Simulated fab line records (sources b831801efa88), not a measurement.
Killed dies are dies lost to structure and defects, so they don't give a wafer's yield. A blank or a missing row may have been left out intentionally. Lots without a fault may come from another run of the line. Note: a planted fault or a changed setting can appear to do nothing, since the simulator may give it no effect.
Matching of chambers + flow sky130 + SKY_METAL3_ETCH_17 on rie_diel-04: 4 sister chambers
The step etches SiO2 in C4F8/O2/Ar, stops on TiN, time 3.9 s, target depth 15 nm. 24 wafers are shown with their chamber, then 12 later ones without.

WAFERS, EACH WITH ITS CHAMBER
| wafer  | chamber | rf_fwd_power_W (W) | oes_product_au (a.u.) |
|--------|---------|--------------------|-----------------------|
| L074.1 | 3       | 1469               | 0.758                 |
| L074.2 | 1       | 1456               | 0.749                 |
| L074.5 | 2       | 1461               | 0.761                 |
| L076.1 | 1       | 1467               | 0.764                 |
| L076.3 | 3       | 1460               | 0.755                 |
| L076.4 | 0       | 1476               | 0.764                 |
| L078.2 | 3       | 1466               | 0.748                 |
| L078.3 | 0       | 1477               | 0.746                 |
| L078.4 | 1       | 1465               | 0.756                 |
| L079.4 | 1       | 1467               | 0.762                 |
| L079.5 | 0       | 1478               | 0.753                 |
| L079.6 | 2       | 1475               | 0.751                 |
| L082.2 | 0       | 1464               | 0.750                 |
| L082.4 | 0       | 1467               | 0.758                 |
| L082.6 | 2       | 1464               | 0.760                 |
| L083.1 | 0       | 1470               | 0.743                 |
| L083.3 | 1       | 1472               | 0.754                 |
| L083.4 | 2       | 1462               | 0.756                 |
| L084.2 | 2       | 1464               | 0.751                 |
| L084.3 | 0       | 1472               | 0.749                 |
| L084.6 | 0       | 1470               | 0.763                 |
| L085.3 | 2       | 1464               | 0.770                 |
| L085.4 | 3       | 1470               | 0.765                 |
| L085.6 | 0       | 1469               | 0.755                 |

SIGNATURES, as means of the wafers listed above
| reading        | chamber 0 | chamber 1 | chamber 2 | chamber 3 | scatter within a chamber |
|----------------|-----------|-----------|-----------|-----------|--------------------------|
| rf_fwd_power_W | 1471.44   | 1465.40   | 1465.00   | 1466.25   | 5.03                     |
| oes_product_au | 0.75344   | 0.75700   | 0.75817   | 0.75650   | 0.00699                  |
Rule: for each reading, subtract the chamber's mean from the wafer's reading, divide by that reading's scatter and square the result; add these up over the readings and take the root, which gives the wafer's distance from the chamber. The wafer belongs to the nearest chamber; if the next one is less than 2 further off, it can't be placed. The scatter: take each reading less its chamber's mean, square it, sum over the shown wafers, divide by the number of wafers less the number of chambers, and take the root.

WAFERS WHOSE CHAMBER IS MISSING
| wafer  | rf_fwd_power_W (W) | oes_product_au (a.u.) |
|--------|--------------------|-----------------------|
| L087.1 | 1468               | 0.760                 |
| L087.2 | 1472               | 0.752                 |
| L087.4 | 1472               | 0.759                 |
| L091.4 | 1472               | 0.752                 |
| L091.5 | 1479               | 0.740                 |
| L091.6 | 1464               | 0.747                 |
| L095.1 | 1462               | 0.754                 |
| L095.2 | 1469               | 0.754                 |
| L095.5 | 1464               | 0.754                 |
| L096.1 | 1475               | 0.746                 |
| L096.2 | 1463               | 0.745                 |
| L096.4 | 1464               | 0.753                 |

WHICH CHAMBER EACH WENT THROUGH
| wafer  | from the rows above               | in truth |
|--------|-----------------------------------|----------|
| L087.1 | can't be placed: 3 or 2 or 1 or 0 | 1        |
| L087.2 | can't be placed: 0 or 3 or 1 or 2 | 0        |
| L087.4 | can't be placed: 0 or 3 or 1 or 2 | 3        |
| L091.4 | can't be placed: 0 or 3 or 1 or 2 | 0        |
| L091.5 | can't be placed: 0 or 3 or 1 or 2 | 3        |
| L091.6 | can't be placed: 3 or 1 or 2 or 0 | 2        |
| L095.1 | can't be placed: 1 or 2 or 3 or 0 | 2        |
| L095.2 | can't be placed: 0 or 3 or 1 or 2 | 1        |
| L095.5 | can't be placed: 1 or 3 or 2 or 0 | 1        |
| L096.1 | can't be placed: 0 or 3 or 1 or 2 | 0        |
| L096.2 | can't be placed: 3 or 1 or 2 or 0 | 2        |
| L096.4 | can't be placed: 1 or 3 or 2 or 0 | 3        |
0 of 12 placed correctly. These rows do not allow placing 12 (true chamber among the candidates in 12). 0 placed wrongly.
